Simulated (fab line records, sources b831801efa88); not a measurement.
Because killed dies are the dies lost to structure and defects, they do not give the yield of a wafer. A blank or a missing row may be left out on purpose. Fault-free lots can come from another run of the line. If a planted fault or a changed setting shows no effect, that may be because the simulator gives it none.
Struck lot and sound lot, side by side + flow gf180mcu + 14 steps out of a route of 602
Sound: the wafers L958.3, L958.5, L958.6. Wafers struck: L956.3, L956.5, L956.6. Last of all comes the cause.
At each step with rows: each side's tool, then ch and its chambers, then its first start. Under that, the readings that differ: sound wafers + struck wafers + difference of the means + sigmas: that difference in standard deviations of wafers without a fault.
alike: same words and numbers on both sides, and readings whose means sit less than 2 such deviations apart. not compared: any withheld reading, any reading some wafer has no value for, any bound like >300 that may hide the same value, and any number with overlapping values for which the record gives no deviation.
The two part at a step that has a row with sigmas, a row that says differs or no value, or rows on one side only. Numbers that have no deviation but don't overlap get no sigmas and don't part them. A reading missing from all wafers of one side parts the sides only when that side holds two or more wafers.

GF_V1_CMP_26: polishes, stops on SiO2, t overpolish 15 s, target thk 0 nm.
  sound on cmp-02 ch 2,3, day 23 16:55; struck on cmp-02 ch 0,1,2, day 22 19:12
  alike: motor current A, overpolish run s, time to endpoint s
GF_M2_SPUTTER_00: material Ti, target thk 37.5 nm, time 150 s.
  sound on pvd sputter-01 at day 23 17:10; struck on pvd sputter-03 at day 22 19:24
  alike: throttle valve pct
GF_M2_SPUTTER_01: material TiN, target thk 30 nm, time 25 s.
  sound on pvd sputter-01 at day 23 17:16; struck on pvd sputter-03 at day 22 19:30
  alike: throttle valve pct
then, 1 step without rows for these wafers: GF_M2_SPUTTER_02 (material AlCu, target thk 450 nm, time 23.9 s).
GF_M2_SPUTTER_03: material Ti, target thk 10 nm, time 6.7 s.
  sound on pvd sputter-01 at day 23 17:19; struck on pvd sputter-03 at day 22 19:34
  alike: throttle valve pct
GF_M2_SPUTTER_04: material TiN, target thk 50 nm, time 41.7 s.
  sound on pvd sputter-01 at day 23 17:20; struck on pvd sputter-03 at day 22 19:35
  alike: throttle valve pct
GF_M2_RS_MEAS_05: a four-point-probe measurement.
  sound on film metro-03 at day 23 17:25; struck on film metro-03 at day 22 19:40
  alike: M2_ALCU_RS
GF_M2_THK_MEAS_06: measures by xrf.
  sound on film metro-03 at day 23 17:31; struck on film metro-03 at day 22 19:46
  alike: M2_ALCU_THK
then, 4 steps without rows for these wafers: GF_M2_DEHYDRATE_07 (time 60 s); GF_M2_HMDS_08 (prime time 60 s); GF_M2_COAT_09 (resist thk 1000 nm); GF_M2_SOFTBAKE_10 (time 60 s).
GF_M2_EXPOSE_11: exposes mask Metal2, target cd 280 nm.
  sound on krf scanner-01 ch 0, day 24 04:01; struck on krf scanner-02, day 23 07:00
  no value came back on the struck wafers for exposure dose mJ cm2, focus offset nm (nm); on the sound wafers exposure dose mJ cm2 reads 27.975 27.991 27.967
  alike: mask
then, 1 step without rows for these wafers: GF_M2_PEB_12 (peb time 90 s).

## WHERE THEY PART
At GF_M2_EXPOSE_11 and nowhere else, as far as this record goes.

WHY: what the simulator had put in
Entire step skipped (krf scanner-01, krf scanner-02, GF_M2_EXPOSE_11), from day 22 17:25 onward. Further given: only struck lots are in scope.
